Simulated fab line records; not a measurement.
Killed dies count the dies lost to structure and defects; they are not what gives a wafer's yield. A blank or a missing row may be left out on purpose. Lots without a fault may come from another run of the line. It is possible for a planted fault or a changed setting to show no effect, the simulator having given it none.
A single fault, viewed from 2 desks | flow sky130 | each desk holds nothing but its own numbers, with what lay behind them at the end

== AT THE METROLOGY DESK ==
What the gauges read, lot by lot, whatever tool the lot ran on: means of the sampled wafers that have a number. If a lot's mean is further than 4 standard deviations from the usual mean, the lot is out of limits and carries the mark OUT (the distance appears in the brackets).
Columns: A = LDD_N_OVL at SKY_LDD_N_OVL_MEAS_07, usual 0.8 nm; B = LDD_P_OVL at SKY_LDD_P_OVL_MEAS_08, usual -0.2 nm; C = POLY_CUT_OVL at SKY_POLY_CUT_OVL_MEAS_09, usual -3 nm
lot  | first seen here | A    | B    | C
L434 | day 17 22:45    | 1.1  | 0.9  | 2
L435 | day 17 22:47    | -0.5 | -1.2 | -8
L436 | day 18 06:59    | 2.4  | 1.9  | -5
L439 | day 19 18:24    | 0.4  | 1.0  | -14
L438 | day 19 18:41    | -0.9 | -0.7 | -0
L440 | day 19 19:23    | 1.1  | 0.3  | 1
L441 | day 20 01:38    | 3.1  | 0.3  | 1
L442 | day 20 19:33    | 0.9  | 0.8  | -3
L444 | day 21 10:58    | 0.1  | -0.4 | 5
L445 | day 21 18:35    | 1.2  | -0.5 | -6
L446 | day 21 23:44    | 0.4  | 0.1  | -1
L449 | day 23 06:16    | -0.3 | -0.8 | -9
L450 | day 23 12:08    | -0.7 | -1.0 | -5
L452 | day 24 10:19    | 1.4  | -0.9 | -5
This desk found nothing out of limits on any of the 14 lots.

== DESK OF THE TOOL OWNER: litho_track-03 ==
Per lot that ran on this tool, the mean of the sampled wafers carrying a number, from the tool's own readings at SKY_SD_P_SOFTBAKE_03 (time 60 s). If a lot's mean is further than 4 standard deviations from the usual mean, the lot is out of limits and carries the mark OUT (the distance appears in the brackets).
Columns: A = heater_power_total_W at SKY_SD_P_SOFTBAKE_03, usual 56.60 W; B = run_length_s at SKY_SD_P_SOFTBAKE_03, usual 88.98 s
lot  | first seen here | A               | B
L435 | day 25 01:36    | 56.57           | 89.10
L434 | day 25 02:11    | 56.64           | 88.94
L436 | day 25 09:27    | 56.61           | 89.03
L439 | day 26 19:32    | 56.56           | 89.02
L441 | day 27 02:42    | 56.61           | 89.18
L445 | day 28 16:42    | 56.59           | 88.97
L446 | day 28 19:56    | 56.63           | 89.06
L449 | day 30 02:18    | 57.52 (+21) OUT | 86.19 (-17) OUT
L450 | day 30 06:56    | 57.59 (+23) OUT | 86.15 (-18) OUT
This desk finds L449, L450 out of limits, L449 being first, at day 30 02:18 (heater_power_total_W at SKY_SD_P_SOFTBAKE_03). Within limits: L435, L434, L436, L439, L441, L445, L446.

== BROUGHT TOGETHER ==
The tool owner's desk could have raised an alarm at day 30 02:18, on L449, L450.
At the metrology desk, nothing out of limits was observed.
The metrology desk holds a record of L449, L450, inside its limits.
Of the lots named, all ran SKY_SD_P_SOFTBAKE_03 on litho_track-03.

== WHAT WAS PUT IN BY THE SIMULATOR ==
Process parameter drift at SKY_SD_P_SOFTBAKE_03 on litho_track-03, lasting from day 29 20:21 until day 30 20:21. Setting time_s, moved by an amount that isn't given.
Shown lots that were struck: L449, L450.
Delay in hours, fault start to first out-of-limits reading, by desk: the tool owner's desk at 6.
